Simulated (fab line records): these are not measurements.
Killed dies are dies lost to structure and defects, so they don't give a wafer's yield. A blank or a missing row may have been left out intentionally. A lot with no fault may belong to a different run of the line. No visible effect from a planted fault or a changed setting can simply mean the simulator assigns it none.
Matching of chambers || flow sky130 || 3 sister chambers for SKY_CONTACT_HDPCVD_02 on hdpcvd-02
The step deposits SiO2, target thk 565 nm, time 94.2 s. 6 wafers are shown with their chamber, then 7 later ones without.

## WAFERS, EACH WITH ITS CHAMBER
{"wafer": "L707.6", "chamber": 1, "runLengthS (s)": 121.3}
{"wafer": "L709.3", "chamber": 0, "runLengthS (s)": 122.0}
{"wafer": "L709.4", "chamber": 1, "runLengthS (s)": 121.6}
{"wafer": "L709.5", "chamber": 2, "runLengthS (s)": 123.2}
{"wafer": "L714.2", "chamber": 0, "runLengthS (s)": 122.0}
{"wafer": "L717.2", "chamber": 2, "runLengthS (s)": 122.5}

## WAFERS MISSING THEIR CHAMBER
{"wafer": "L716.3", "runLengthS (s)": 121.9}
{"wafer": "L725.2", "runLengthS (s)": 122.0}
{"wafer": "L725.3", "runLengthS (s)": 122.3}
{"wafer": "L725.5", "runLengthS (s)": 122.1}
{"wafer": "L726.2", "runLengthS (s)": 122.4}
{"wafer": "L726.4", "runLengthS (s)": 122.4}
{"wafer": "L726.5", "runLengthS (s)": 122.9}

## EACH ONE'S CHAMBER
{"wafer": "L716.3", "from the rows above": "can't be placed: 0 or 1", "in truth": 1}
{"wafer": "L725.2", "from the rows above": "can't be placed: 0 or 1", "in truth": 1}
{"wafer": "L725.3", "from the rows above": "can't be placed: 0 or 2 or 1", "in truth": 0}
{"wafer": "L725.5", "from the rows above": "can't be placed: 0 or 1", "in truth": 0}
{"wafer": "L726.2", "from the rows above": "can't be placed: 0 or 2 or 1", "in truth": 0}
{"wafer": "L726.4", "from the rows above": "can't be placed: 0 or 2 or 1", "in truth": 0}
{"wafer": "L726.5", "from the rows above": 2, "in truth": 2}
Correctly placed: 1 of 7. Cannot be placed on the basis of these rows: 6; the candidates contain the true chamber in 6. Number placed wrongly: 0.
How it was worked out, from the rows above alone: a wafer's distance from a chamber is the root of the sum, over the readings, of the square of ((its reading less the chamber's mean) divided by the reading's scatter). If the next closest chamber is less than 2 further off than the closest, the wafer can't be placed; otherwise it belongs to the closest. Each chamber's mean is taken over the wafers shown for it. How the scatter is found: for the shown wafers, subtract from each reading the mean of its chamber, square and add these, divide the total by (wafers less chambers), then take the root.
